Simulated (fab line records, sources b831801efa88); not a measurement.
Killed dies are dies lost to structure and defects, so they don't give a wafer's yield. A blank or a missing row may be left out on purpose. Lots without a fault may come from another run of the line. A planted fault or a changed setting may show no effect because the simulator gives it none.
fab line records | flow gf180mcu
record lots=24 wafers=72 last_day=34
route steps=602 shown M2@363 V5@542 TOP_METAL@582 PASSIVATION@589
lots that met no fault: from a run of the same line without faults
start_h: hours from the record's first day to the start of the lot's first wafer shown | wait_h: hours since the lot's step before | " the same as in the row above | L1.1+2: a row that stands for several wafers | - no value, or no start given | * or withheld: withheld | < > ~ a bound
route shown NAME@n: a module of which the file shows steps, and the number in the route of the first | usual: mean/standard deviation of fault-free wafers | same: alike in all rows | chamber/n: place in a boat | sites: the reading at each site | _std_site: their standard deviation | _edge_site: outer sites' mean less inner sites' | radius_mm: how far each site lies from the wafer's centre | mask NAME#n: copy n | behind: the tool/chamber that last shaped the wafer | hold: why the lot was held/for how many hours/how that ended | device: the transistor (n, p or np) that didn't switch | end of line: the same wafers' tests at the end of the route | a step without rows: its recipe alone | killed: dies lost to structure and defects at the first sort, not the wafer's yield | map: a wafer's dies, x killed, . not, _ none there
set.NAME: the setting as run; set.NAME@STEP: as run at that earlier step | model.NAME: the simulator's own value behind a step, which no gauge read
steps of the route over a sample of lots; a table a step, a row a wafer
services: from which hour (start_h, from the record's first day; less than 0 if before it) a tool's chamber was out of use, for how many hours, and why
## steps
# step GF_M2_SPUTTER_01
# recipe material=TiN target_thk_nm=30 power_w=6500 time_s=25 chamber_pressure_pa=0.4
# usual throttle_valve_pct=29.9/1.4
# columns lot.wafer tool chamber start_h wait_h throttle_valve_pct
L074.1 pvd_sputter-04 - 409.39 0.1 32.4
L074.2 " - " " 28.0
L074.6 " - " " 27.7
L075.1 pvd_sputter-01 - 422.65 0.1 31.6
L075.2 " - " " 30.3
L075.3 " - " " 29.9
L076.2 pvd_sputter-01 - 433.47 0.1 29.1
L076.4 " - " " 30.2
L076.6 " - " " 29.1
L077.1 pvd_sputter-04 - 441.33 0.1 27.4
L077.4 " - " " 32.5
L077.5 " - " " 30.2
L078.1 pvd_sputter-04 - 447.03 0.1 27.9
L078.3 " - " " 27.6
L078.4 " - " " 30.4
L079.3 pvd_sputter-01 - 461.09 0.1 30.4
L079.5 " - " " 30.2
L079.6 " - " " 29.2
L080.2 pvd_sputter-02 - 469.49 0.1 29.5
L080.3 " - " " 31.0
L080.5 " - " " 29.6
L081.3 pvd_sputter-04 - 482.10 0.1 27.7
L081.4 " - " " 30.2
L081.6 " - " " 32.6
L082.1 pvd_sputter-04 - 488.62 0.1 30.3
L082.3 " - " " 27.7
L082.5 " - " " 30.2
L083.2 pvd_sputter-04 - 501.71 0.1 32.3
L083.3 " - " " 30.4
L083.5 " - " " 27.4
L084.3 pvd_sputter-01 - 505.40 0.1 30.4
L084.5 " - " " 29.8
L084.6 " - " " 30.3
L085.1 pvd_sputter-02 - 513.15 0.1 30.6
L085.3 " - " " 29.5
L085.4 " - " " 30.6
L086.1 pvd_sputter-01 - 521.77 0.1 29.9
L086.2 " - " " 30.3
L086.4 " - " " 29.1
L087.4 pvd_sputter-04 - 528.52 0.1 27.7
L087.5 " - " " 27.7
L087.6 " - " " 30.2
L088.2 pvd_sputter-04 - 534.79 0.1 27.5
L088.4 " - " " 27.6
L088.5 " - " " 30.7
L089.1 pvd_sputter-04 - 544.82 0.1 30.3
L089.5 " - " " 30.3
L089.6 " - " " 28.0
L090.1 pvd_sputter-01 - 551.84 0.1 30.1
L090.3 " - " " 31.3
L090.4 " - " " 30.4
L091.1 pvd_sputter-01 - 562.44 0.1 29.6
L091.3 " - " " 31.5
L091.4 " - " " 30.1
L092.1 pvd_sputter-02 - 569.94 0.1 30.4
L092.4 " - " " 29.4
L092.6 " - " " 30.4
L093.4 pvd_sputter-02 - 578.22 0.1 29.5
L093.5 " - " " 30.8
L093.6 " - " " 29.6
L094.1 pvd_sputter-02 - 586.06 0.1 30.0
L094.5 " - " " 29.5
L094.6 " - " " 29.4
L095.1 pvd_sputter-04 - 593.55 0.1 27.5
L095.3 " - " " 30.4
L095.6 " - " " 27.7
L096.2 pvd_sputter-02 - 600.75 0.1 30.6
L096.5 " - " " 29.5
L096.6 " - " " 30.7
L097.1 pvd_sputter-01 - 604.28 0.1 29.0
L097.3 " - " " 29.9
L097.4 " - " " 31.5
# step GF_V5_CVD_02
# recipe material=SiO2 target_thk_nm=1450 precursor=TEOS temp_c=400 time_s=163.28 rf_w=600
# usual heater_power_w=633/110
# columns lot.wafer tool chamber start_h wait_h heater_power_w
L074.1 pecvd-02 2 603.84 0.1 780
L074.2 " 0 " " 455
L074.6 " 2 " " 623
L075.1 pecvd-02 0 616.21 0.1 471
L075.2 " 1 " " 604
L075.3 " 2 " " 707
L076.2 pecvd-03 0 625.50 0.0 546
L076.4 " 2 " " 531
L076.6 " 1 " " 771
L077.1 pecvd-01 0 632.23 0.1 483
L077.4 " 1 " " 797
L077.5 " 0 " " 542
L078.1 pecvd-01 2 636.63 0.1 697
L078.3 " 1 " " 830
L078.4 " 2 " " 759
L079.3 pecvd-02 1 648.25 0.0 651
L079.5 " 1 " " 717
L079.6 " 2 " " 654
L080.2 pecvd-03 1 655.52 0.0 784
L080.3 " 0 " " 611
L080.5 " 2 " " 642
L081.3 pecvd-03 1 665.67 0.0 796
L081.4 " 2 " " 523
L081.6 " 1 " " 640
L082.1 pecvd-02 2 671.26 0.1 664
L082.3 " 0 " " 500
L082.5 " 2 " " 743
L083.2 pecvd-03 1 681.10 0.0 727
L083.3 " 0 " " 595
L083.5 " 0 " " 663
L084.3 pecvd-01 0 686.89 0.0 465
L084.5 " 1 " " 809
L084.6 " 0 " " 513
L085.1 pecvd-03 0 689.92 0.1 600
L085.3 " 2 " " 656
L085.4 " 1 " " 663
L086.1 pecvd-03 2 698.51 0.1 617
L086.2 " 1 " " 792
L086.4 " 2 " " 670
L087.4 pecvd-02 2 704.48 0.1 751
L087.5 " 1 " " 706
L087.6 " 0 " " 389
L088.2 pecvd-01 2 708.40 0.0 715
L088.4 " 2 " " 599
L088.5 " 0 " " 520
L089.1 pecvd-01 0 715.67 0.1 531
L089.5 " 0 " " 428
L089.6 " 2 " " 599
L090.1 pecvd-02 1 723.18 0.1 664
L090.3 " 0 " " 446
L090.4 " 1 " " 576
L091.1 pecvd-01 1 730.33 0.1 732
L091.3 " 2 " " 655
L091.4 " 2 " " 721
L092.1 pecvd-02 1 735.03 0.1 562
L092.4 " 2 " " 639
L092.6 " 1 " " 664
L093.4 pecvd-02 2 744.31 0.1 758
L093.5 " 2 " " 646
L093.6 " 1 " " 670
L094.1 pecvd-01 1 751.38 0.1 795
L094.5 " 2 " " 605
L094.6 " 1 " " 652
L095.1 pecvd-03 0 756.62 0.1 635
L095.3 " 2 " " 651
L095.6 " 2 " " 530
L097.1 pecvd-01 2 762.67 0.1 764
L097.3 " 0 " " 486
L097.4 " 1 " " 836
L096.2 pecvd-02 2 763.55 0.0 735
L096.5 " 0 " " 500
L096.6 " 1 " " 704
# step GF_V5_THK_MEAS_03
# recipe reads=SiO2_of_V5_CVD_02
# usual V5_CVD_02_THK=1449/18
# columns lot.wafer tool chamber start_h wait_h V5_CVD_02_THK[nm]
L074.1 film_metro-03 - 603.95 0.1 1424
L074.2 " - " " 1445
L074.6 " - " " 1462
L075.1 film_metro-03 - 616.31 0.1 1414
L075.2 " - " " 1415
L075.3 " - " " 1429
L076.2 film_metro-04 - 625.62 0.1 1427
L076.4 " - " " 1452
L076.6 " - " " 1461
L077.1 film_metro-04 - 632.34 0.1 1432
L077.4 " - " " 1477
L077.5 " - " " 1465
L078.1 film_metro-02 - 636.73 0.1 1456
L078.3 " - " " 1443
L078.4 " - " " 1479
L079.3 film_metro-02 - 648.38 0.1 1440
L079.5 " - " " 1468
L079.6 " - " " 1462
L080.2 film_metro-02 - 655.64 0.1 1439
L080.3 " - " " 1450
L080.5 " - " " 1458
L081.3 film_metro-04 - 665.80 0.1 1404
L081.4 " - " " 1430
L081.6 " - " " 1442
L082.1 film_metro-03 - 671.36 0.1 1422
L082.3 " - " " 1429
L082.5 " - " " 1446
L083.2 film_metro-04 - 681.22 0.1 1434
L083.3 " - " " 1411
L083.5 " - " " 1443
L084.3 film_metro-02 - 687.02 0.1 1427
L084.5 " - " " 1455
L084.6 " - " " 1448
L085.1 film_metro-03 - 690.02 0.1 1436
L085.3 " - " " 1452
L085.4 " - " " 1451
L086.1 film_metro-04 - 698.61 0.1 1423
L086.2 " - " " 1429
L086.4 " - " " 1449
L087.4 film_metro-04 - 704.57 0.0 1445
L087.5 " - " " 1467
L087.6 " - " " 1478
L088.2 film_metro-04 - 708.51 0.1 1446
L088.4 " - " " 1470
L088.5 " - " " 1459
L089.1 film_metro-04 - 715.77 0.1 1418
L089.5 " - " " 1445
L089.6 " - " " 1452
L090.1 film_metro-03 - 723.28 0.1 1451
L090.3 " - " " 1441
L090.4 " - " " 1439
L091.1 film_metro-04 - 730.43 0.1 1451
L091.3 " - " " 1444
L091.4 " - " " 1466
L092.1 film_metro-02 - 735.13 0.1 1441
L092.4 " - " " 1447
L092.6 " - " " 1449
L093.4 film_metro-03 - 744.44 0.1 1467
L093.5 " - " " 1473
L093.6 " - " " 1474
L094.1 film_metro-03 - 751.49 0.1 1449
L094.5 " - " " 1480
L094.6 " - " " 1489
L095.1 film_metro-04 - 756.73 0.1 1443
L095.3 " - " " 1457
L095.6 " - " " 1460
L097.1 film_metro-03 - 762.78 0.1 1451
L097.3 " - " " 1441
L097.4 " - " " 1492
L096.2 film_metro-04 - 763.67 0.1 1454
L096.5 " - " " 1485
L096.6 " - " " 1475
# step GF_TOP_METAL_OVL_MEAS_15
# usual TOP_METAL_OVL=0.2/1.6
# columns lot.wafer tool chamber start_h wait_h TOP_METAL_OVL[nm]
L074.1 overlay-01 - 646.31 0.1 1.4
L074.2 " - " " 1.6
L074.6 " - " " 0.3
L075.1 overlay-01 - 658.10 0.1 1.0
L075.2 " - " " 1.2
L075.3 " - " " 2.5
L076.2 overlay-02 - 666.96 0.1 -1.2
L076.4 " - " " -1.0
L076.6 " - " " -1.2
L077.1 overlay-01 - 672.40 0.1 -1.5
L077.4 " - " " -1.9
L077.5 " - " " -2.2
L078.1 overlay-01 - 677.55 0.1 0.2
L078.3 " - " " 0.3
L078.4 " - " " -1.1
L079.3 overlay-01 - 687.91 0.1 -1.0
L079.5 " - " " -0.1
L079.6 " - " " 1.6
L080.2 overlay-01 - 695.16 0.1 0.7
L080.3 " - " " 2.3
L080.5 " - " " 1.4
L081.3 overlay-02 - 706.06 0.1 -1.3
L081.4 " - " " 1.6
L081.6 " - " " 1.9
L082.1 overlay-01 - 710.05 0.1 -0.9
L082.3 " - " " 0.6
L082.5 " - " " 1.3
L083.2 overlay-01 - 720.31 0.1 0.6
L083.3 " - " " 3.4
L083.5 " - " " 0.5
L084.3 overlay-02 - 726.31 0.1 -2.7
L084.5 " - " " -2.8
L084.6 " - " " -2.1
L085.1 overlay-01 - 728.21 0.1 -1.2
L085.3 " - " " 0.5
L085.4 " - " " -0.1
L086.1 overlay-01 - 735.85 0.1 0.1
L086.2 " - " " 1.4
L086.4 " - " " 1.1
L087.4 overlay-01 - 742.88 0.1 1.2
L087.5 " - " " 1.6
L087.6 " - " " 1.3
L088.2 overlay-02 - 746.31 0.1 2.6
L088.4 " - " " 4.2
L088.5 " - " " 2.0
L089.1 overlay-01 - 752.40 0.1 -0.6
L089.5 " - " " -1.2
L089.6 " - " " 0.2
L090.1 overlay-02 - 759.90 0.1 1.7
L090.3 " - " " 0.5
L090.4 " - " " 0.6
L091.1 overlay-02 - 766.66 0.1 -0.6
L091.3 " - " " 1.0
L091.4 " - " " 0.7
L092.1 overlay-02 - 769.85 0.1 1.8
L092.4 " - " " 2.0
L092.6 " - " " -0.6
L093.4 overlay-01 - 779.17 0.1 0.4
L093.5 " - " " -0.2
L093.6 " - " " 0.7
L094.1 overlay-01 - 785.35 0.1 -0.3
L094.5 " - " " -0.8
L094.6 " - " " 0.6
L095.1 overlay-02 - 789.96 0.1 0.8
L095.3 " - " " 0.7
L095.6 " - " " -0.2
L097.1 overlay-01 - 796.00 0.1 -1.8
L097.3 " - " " -2.4
L097.4 " - " " -3.1
L096.2 overlay-01 - 796.31 0.1 -2.5
L096.5 " - " " -1.3
L096.6 " - " " -0.8
# step GF_TOP_METAL_METAL_ETCH_16
# recipe chemistry=Cl2/BCl3 mask_material=NOVOLAK target_depth_nm=1197 stop_on=SiO2 pressure_mtorr=8 icp_w=800 bias_w=140 Cl2_flow_sccm=80 bcl3_flow_sccm=40 time_s=199.5
# usual drypump_motor_current_A=5.8/0.46 oes_product_au=0.991/0.0054 throttle_valve_pct=28.229/0.0093
# columns lot.wafer tool chamber start_h wait_h drypump_motor_current_A oes_product_au rf_hours_counter_h throttle_valve_pct
L074.1 rie_metal-01 0 646.35 0.0 5.9 0.993 11 28.223
L074.2 " 0 " " 5.9 0.993 - 28.228
L074.6 " 0 " " 5.9 0.987 - 28.237
L075.1 rie_metal-01 0 658.14 0.0 5.9 1.001 12 28.207
L075.2 " 1 " " 6.7 0.982 14 28.229
L075.3 " 1 " " 6.6 0.998 - 28.218
L076.2 rie_metal-03 0 666.99 0.0 5.8 0.995 2 28.229
L076.4 " 0 " " 5.8 1.002 - 28.222
L076.6 " 0 " " 5.8 0.989 - 28.234
L077.1 rie_metal-01 1 672.44 0.0 6.7 1.002 14 28.226
L077.4 " 0 " " 5.9 0.996 - 28.235
L077.5 " 1 " " 6.7 0.993 - 28.223
L078.1 rie_metal-03 1 677.59 0.0 5.1 0.994 8 28.219
L078.3 " 1 " " 5.1 0.988 - 28.248
L078.4 " 0 " " 5.8 0.992 - 28.233
L079.3 rie_metal-03 1 688.00 0.1 5.1 0.991 - 28.226
L079.5 " 0 " " 5.8 0.989 - 28.246
L079.6 " 1 " " 5.1 0.991 - 28.228
L080.2 rie_metal-03 0 695.19 0.0 5.8 0.991 3 28.224
L080.3 " 1 " " 5.1 0.988 - 28.235
L080.5 " 0 " " 5.8 0.992 - 28.231
L081.3 rie_metal-02 0 706.15 0.1 5.3 0.990 - 28.226
L081.4 " 1 " " 5.9 0.992 - 28.240
L081.6 " 1 " " 5.9 0.992 - 28.226
L082.1 rie_metal-01 0 710.08 0.0 5.9 0.989 14 28.233
L082.3 " 0 " " 5.9 0.994 - 28.228
L082.5 " 0 " " 5.9 0.990 - 28.244
L083.2 rie_metal-01 0 720.40 0.1 5.9 0.993 - 28.236
L083.3 " 0 " " 5.9 0.998 - 28.238
L083.5 " 0 " " 5.9 0.990 - 28.229
L084.3 rie_metal-02 1 726.46 0.1 5.9 0.993 - 28.225
L084.5 " 1 " " 5.9 0.985 - 28.238
L084.6 " 1 " " 5.9 0.985 - 28.227
L085.1 rie_metal-02 1 728.24 0.0 5.9 0.983 4 28.244
L085.3 " 1 " " 5.8 0.984 - 28.234
L085.4 " 1 " " 5.9 0.993 - 28.228
L086.1 rie_metal-01 1 735.88 0.0 6.7 0.983 0 28.225
L086.2 " 1 " " 6.6 0.982 - 28.241
L086.4 " 1 " " 6.6 0.987 - 28.229
L087.4 rie_metal-02 1 742.96 0.1 5.9 0.990 - 28.233
L087.5 " 1 " " 5.9 0.997 - 28.216
L087.6 " 0 " " 5.3 0.985 - 28.237
L088.2 rie_metal-02 0 746.34 0.0 5.3 0.991 1 28.239
L088.4 " 0 " " 5.3 0.982 - 28.224
L088.5 " 0 " " 5.3 0.995 - 28.228
L089.1 rie_metal-01 1 752.43 0.0 6.6 0.985 2 28.230
L089.5 " 1 " " 6.7 0.985 - 28.227
L089.6 " 1 " " 6.6 0.989 - 28.238
L090.1 rie_metal-03 1 759.94 0.0 5.1 0.994 10 28.221
L090.3 " 0 " " 5.8 1.000 - 28.217
L090.4 " 1 " " 5.1 0.992 - 28.222
L091.1 rie_metal-03 0 766.69 0.0 5.8 0.998 7 28.216
L091.3 " 1 " " 5.1 0.989 - 28.228
L091.4 " 0 " " 5.8 0.990 - 28.230
L092.1 rie_metal-01 0 769.88 0.0 5.9 0.983 1 28.228
L092.4 " 1 " " 6.7 0.984 - 28.228
L092.6 " 1 " " 6.6 0.988 - 28.230
L093.4 rie_metal-02 1 779.25 0.1 5.9 0.981 - 28.241
L093.5 " 1 " " 5.9 0.992 - 28.255
L093.6 " 0 " " 5.3 0.993 - 28.231
L094.1 rie_metal-03 1 785.38 0.0 5.1 0.993 12 28.231
L094.5 " 1 " " 5.1 0.981 - 28.232
L094.6 " 0 " " 5.8 0.990 - 28.221
L095.1 rie_metal-02 0 789.99 0.0 5.3 0.992 3 28.216
L095.3 " 1 " " 5.9 1.000 - 28.226
L095.6 " 0 " " 5.3 1.001 - 28.218
L097.1 rie_metal-03 1 796.03 0.0 5.1 0.994 13 28.223
L097.3 " 1 " " 5.1 0.977 - 28.226
L097.4 " 0 " " 5.8 0.999 - 28.229
L096.2 rie_metal-02 1 796.34 0.0 5.9 0.995 8 28.225
L096.5 " 1 " " 5.9 0.992 - 28.228
L096.6 " 0 " " 5.3 0.995 - 28.229
# step GF_PASSIVATION_CVD_02
# recipe material=Si3N4 target_thk_nm=700 time_s=486.18 temp_c=400 rf_w=450
# usual heater_power_w=662/100
# columns lot.wafer tool chamber start_h wait_h heater_power_w
L074.1 pecvd-03 1 647.40 0.1 798
L074.2 " 0 " " 566
L074.6 " 0 " " 617
L075.1 pecvd-03 1 659.34 0.1 744
L075.2 " 0 " " 629
L075.3 " 2 " " 625
L076.2 pecvd-03 2 667.89 0.0 719
L076.4 " 2 " " 582
L076.6 " 1 " " 765
L077.1 pecvd-04 1 673.39 0.1 706
L077.4 " 0 " " 563
L077.5 " 1 " " 588
L078.1 pecvd-04 1 678.45 0.1 709
L078.3 " 2 " " 630
L078.4 " 1 " " 574
L079.3 pecvd-04 2 688.84 0.0 552
L079.5 " 0 " " 609
L079.6 " 2 " " 594
L080.2 pecvd-04 2 696.05 0.0 568
L080.3 " 0 " " 640
L080.5 " 0 " " 510
L081.3 pecvd-04 2 707.03 0.0 643
L081.4 " 1 " " 697
L081.6 " 0 " " 604
L082.1 pecvd-01 1 712.77 0.1 799
L082.3 " 2 " " 680
L082.5 " 1 " " 850
L083.2 pecvd-01 0 721.43 0.0 591
L083.3 " 2 " " 762
L083.5 " 1 " " 800
L084.3 pecvd-01 1 727.73 0.0 844
L084.5 " 1 " " 891
L084.6 " 0 " " 519
L085.1 pecvd-03 0 729.30 0.1 691
L085.3 " 2 " " 715
L085.4 " 1 " " 696
L086.1 pecvd-03 1 736.94 0.1 760
L086.2 " 2 " " 707
L086.4 " 1 " " 783
L087.4 pecvd-03 0 743.90 0.2 636
L087.5 " 1 " " 719
L087.6 " 2 " " 690
L088.2 pecvd-01 1 747.20 0.0 809
L088.4 " 2 " " 659
L088.5 " 1 " " 850
L089.1 pecvd-04 2 753.49 0.1 551
L089.5 " 0 " " 616
L089.6 " 1 " " 576
L090.1 pecvd-01 2 760.80 0.1 771
L090.3 " 0 " " 592
L090.4 " 2 " " 804
L091.1 pecvd-03 2 767.59 0.1 685
L091.3 " 0 " " 659
L091.4 " 0 " " 679
L092.1 pecvd-04 0 770.75 0.1 606
L092.4 " 1 " " 561
L092.6 " 2 " " 597
L093.4 pecvd-01 2 780.22 0.2 753
L093.5 " 0 " " 570
L093.6 " 1 " " 783
L094.1 pecvd-01 0 786.72 0.1 567
L094.5 " 0 " " 566
L094.6 " 2 " " 668
L095.1 pecvd-04 0 790.90 0.1 594
L095.3 " 0 " " 617
L095.6 " 2 " " 600
L097.1 pecvd-01 1 796.97 0.1 838
L097.3 " 0 " " 553
L097.4 " 1 " " 839
L096.2 pecvd-04 0 797.25 0.0 574
L096.5 " 0 " " 638
L096.6 " 1 " " 631
## services
# columns tool chamber start_h hours kind
pvd_sputter-04 - 398.94 3.2 repair
pvd_sputter-01 - 400.45 1.4 repair
rie_metal-01 0 402.87 2.7 repair
pecvd-03 1 404.94 4.4 repair
pvd_sputter-01 - 412.27 0.6 repair
rie_metal-02 - 419.34 0.7 repair
pecvd-02 - 469.98 2.8 pm
pecvd-02 - 493.88 1.9 repair
pecvd-02 - 573.01 6.0 pm
pecvd-04 - 579.21 3.0 repair
pecvd-04 - 591.12 14.0 pm
pecvd-03 0 620.83 1.7 repair
pecvd-02 1 635.46 8.1 repair
pecvd-04 - 646.98 2.2 repair
pecvd-01 2 664.49 4.2 repair
pecvd-02 0 738.44 20.1 repair
pecvd-04 - 748.05 2.8 pm
pvd_sputter-04 - 755.28 8.2 repair
pvd_sputter-04 - 771.03 10.9 repair
pecvd-02 0 777.98 15.7 repair
pecvd-04 1 783.35 13.1 repair
pecvd-01 - 789.35 6.0 pm
pecvd-03 - 790.52 1.3 repair
pecvd-04 2 791.59 15.0 repair
## key
fault none
